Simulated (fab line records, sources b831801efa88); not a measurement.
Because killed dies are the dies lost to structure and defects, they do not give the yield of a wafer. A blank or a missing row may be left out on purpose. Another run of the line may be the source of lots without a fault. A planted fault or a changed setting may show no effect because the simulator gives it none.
Which of the tools did it?    flow sfqLine    42 wafers from 14 lots sampled at 3 of the route's 325 steps

WHAT THE GAUGES READ, wafer by wafer
SFQ_I6_OVL_MEAS_942.
lot   measured      on          I6_OVL (nm)
L498  day 65 21:35  overlay-01  6 7 2
L499  day 66 02:23  overlay-01  3 0 -1
L500  day 66 04:47  overlay-02  10 11 6
L501  day 66 06:20  overlay-02  -8 -11 -10
L502  day 66 15:21  overlay-02  -6 0 -2
L503  day 66 18:32  overlay-01  3 6 3
L504  day 66 19:32  overlay-02  -4 -2 2
L505  day 66 21:56  overlay-02  -5 -2 -6
L506  day 66 23:08  overlay-02  -15 -11 -6
L507  day 69 01:12  overlay-01  8 6 5
L508  day 69 02:23  overlay-01  0 1 1
L509  day 69 03:35  overlay-01  -1 -3 -2
L519  day 71 02:02  overlay-02  -2 0 -4
L520  day 71 05:38  overlay-02  -1 -13 -10

WHAT TOOL EACH LOT RAN ON (gives the tool, then ch and the chambers of the sampled wafers, and finally the start)
lot   SFQ_TRILAYER_I5_LITHO_EXPOSE_145  SFQ_TRILAYER_I5_STRIP_STRIP_148
L498  krfScanner-02 ch 0, day 59 05:11  rieMetal-01 ch 0,1, day 59 06:55
L499  krfScanner-02 ch 0, day 59 08:47  rieMetal-01 ch 0,1, day 59 10:31
L500  krfScanner-02 ch 0, day 59 13:47  rieMetal-01 ch 0,1, day 59 15:19
L501  krfScanner-02 ch 0, day 59 18:23  rieMetal-04 ch 0,1, day 59 20:07
L502  krfScanner-01 ch 0, day 60 08:19  rieMetal-02 ch 0,1, day 60 09:38
L503  krfScanner-01 ch 0, day 60 13:04  rieMetal-04 ch 0,1, day 60 14:35
L504  krfScanner-01 ch 0, day 60 16:16  rieMetal-02 ch 0,1, day 60 17:59
L505  krfScanner-01 ch 0, day 60 17:28  rieMetal-04 ch 0,1, day 60 19:11
L506  krfScanner-01 ch 0, day 60 19:04  rieMetal-01 ch 0,1, day 60 20:35
L507  krfScanner-01 ch 0, day 62 09:55  rieMetal-02 ch 0,1, day 62 11:14
L508  krfScanner-01 ch 0, day 62 11:43  rieMetal-04 ch 0,1, day 62 13:26
L509  krfScanner-02 ch 0, day 62 13:02  rieMetal-02 ch 0,1, day 62 14:46
L519  krfScanner-02, day 65 23:41       rieMetal-02 ch 0,1, day 66 01:24
L520  krfScanner-02, day 66 07:26       rieMetal-04 ch 0,1, day 66 08:57
- SFQ_TRILAYER_I5_LITHO_EXPOSE_145: exposes mask I5, target cd 700 nm.
- SFQ_TRILAYER_I5_STRIP_STRIP_148: strips in O2.

WHAT THE TOOLS THEMSELVES READ (means of the sampled wafers that have a number; where no wafer has one, the mark that the record gives instead)
SFQ_TRILAYER_I5_LITHO_EXPOSE_145.
lot   tool           exposureDoseMJCm2  focusOffsetNm (nm)
L498  krfScanner-02  21.321             0.0
L499  krfScanner-02  21.292             0.1
L500  krfScanner-02  21.305             -0.7
L501  krfScanner-02  21.293             -0.1
L502  krfScanner-01  21.313             0.3
L503  krfScanner-01  21.317             -0.4
L504  krfScanner-01  21.294             -0.5
L505  krfScanner-01  21.287             -0.2
L506  krfScanner-01  21.306             -0.2
L507  krfScanner-01  21.306             -0.1
L508  krfScanner-01  21.314             -0.4
L509  krfScanner-02  21.298             0.3
L519  krfScanner-02  -                  -
L520  krfScanner-02  -                  -

SFQ_TRILAYER_I5_STRIP_STRIP_148.
lot   tool         drypumpMotorCurrentA (A)  oesProductAu (a.u.)  platenTempC (C)
L498  rieMetal-01  5.1                       1.024                40.07
L499  rieMetal-01  5.1                       1.020                39.89
L500  rieMetal-01  5.1                       1.023                39.97
L501  rieMetal-04  5.0                       1.008                39.91
L502  rieMetal-02  5.9                       1.020                40.03
L503  rieMetal-04  5.0                       1.010                40.02
L504  rieMetal-02  5.8                       1.016                39.99
L505  rieMetal-04  5.0                       1.002                39.87
L506  rieMetal-01  5.1                       1.015                40.01
L507  rieMetal-02  5.9                       1.022                39.98
L508  rieMetal-04  5.0                       1.000                39.95
L509  rieMetal-02  5.8                       1.016                39.95
L519  rieMetal-02  5.8                       1.005                39.96
L520  rieMetal-04  4.9                       0.994                40.08

THE ANSWER, worked out from the rows above alone
Rule: what is usual is taken from the lots themselves. The widest of any qualifying gaps counts: lots, ordered by their means at a reading, are off when they make up no more than a third of the lots, leave a main group of 4 or more, and stand apart from it by 3 or more times the standard deviation of that group's means. If all means in a main group match to the digits the tables above print for the reading, that group is not used. A lot without any number at a reading at which 4 lots or more have one is off too. The other lots that the step has rows for count as sound. After the gauges, taken in route order, come the tools' own readings; for these a lot's mean is taken, as printed above. The first step at which some lot is off is used, and at that step the reading that is off furthest; a lot without a number counts as furthest.
Off: L519, L520, at SFQ_TRILAYER_I5_LITHO_EXPOSE_145 (exposureDoseMJCm2). Without a number there: L519, L520. For the main group the mean is 21.304 and the standard deviation 0.011.
If a tool, at that step or one of the process steps before it, ran each lot that is off and ran no sound lot following the first of them, it fits. One fits: SFQ_TRILAYER_I5_LITHO_EXPOSE_145 on krfScanner-02. A fault onset in the window from L509 (day 62 13:02, its last sound lot) to L519 (day 65 23:41, its first lot off) fits.
Blank at SFQ_TRILAYER_I5_LITHO_EXPOSE_145 on the lots that are off, where sound lots have numbers: exposureDoseMJCm2, focusOffsetNm.

WHAT THE SIMULATOR PUT IN
Whole step skipped at SFQ_TRILAYER_I5_LITHO_EXPOSE_145 on krfScanner-02, starting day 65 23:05. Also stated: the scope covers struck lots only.
Shown lots that were struck: L519, L520. This agrees with what the rule above found.
